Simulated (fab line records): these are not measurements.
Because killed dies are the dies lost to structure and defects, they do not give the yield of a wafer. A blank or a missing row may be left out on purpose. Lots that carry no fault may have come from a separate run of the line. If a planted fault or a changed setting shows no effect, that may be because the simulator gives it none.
Matching of chambers / flow gf180mcu / hdpcvd-01 running GF_CONTACT_CVD_00: 3 sister chambers
The step deposits SiO2, target thk 300 nm, time 50 s. 3 wafers are shown with their chamber, then 7 later ones without.

## WAFERS PAIRED WITH THEIR CHAMBERS
wafer=L347.5; chamber=1; sih4FlowSccm (sccm)=60.21
wafer=L346.1; chamber=2; sih4FlowSccm (sccm)=59.94
wafer=L346.2; chamber=0; sih4FlowSccm (sccm)=59.99

## WAFERS WHOSE CHAMBER IS MISSING
wafer=L346.6; sih4FlowSccm (sccm)=59.98
wafer=L348.1; sih4FlowSccm (sccm)=59.88
wafer=L348.4; sih4FlowSccm (sccm)=60.03
wafer=L348.6; sih4FlowSccm (sccm)=59.92
wafer=L356.1; sih4FlowSccm (sccm)=60.10
wafer=L356.4; sih4FlowSccm (sccm)=60.44
wafer=L356.5; sih4FlowSccm (sccm)=60.05

## WHICH CHAMBER EACH WENT THROUGH
wafer=L346.6; from the rows above=can't be placed: 0 or 2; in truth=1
wafer=L348.1; from the rows above=can't be placed: 2 or 0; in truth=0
wafer=L348.4; from the rows above=can't be placed: 0 or 2 or 1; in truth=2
wafer=L348.6; from the rows above=can't be placed: 2 or 0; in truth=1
wafer=L356.1; from the rows above=can't be placed: 0 or 1 or 2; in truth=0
wafer=L356.4; from the rows above=1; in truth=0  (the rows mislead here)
wafer=L356.5; from the rows above=can't be placed: 0 or 2 or 1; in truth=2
0 of 7 placed correctly. Can't be placed from these rows: 6 (the true chamber is among the candidates in 4). 1 placed wrongly.
How it was worked out, from the rows above alone: a wafer's distance from a chamber is the root of the sum, over the readings, of the square of ((its reading less the chamber's mean) divided by the reading's scatter). If the next closest chamber is less than 2 further off than the closest, the wafer can't be placed; otherwise it belongs to the closest. For every chamber, the mean is computed from those of its wafers that are shown. The scatter: with one shown wafer a chamber, the root of the mean of the squares of how far each hidden wafer lies from its nearest shown one.
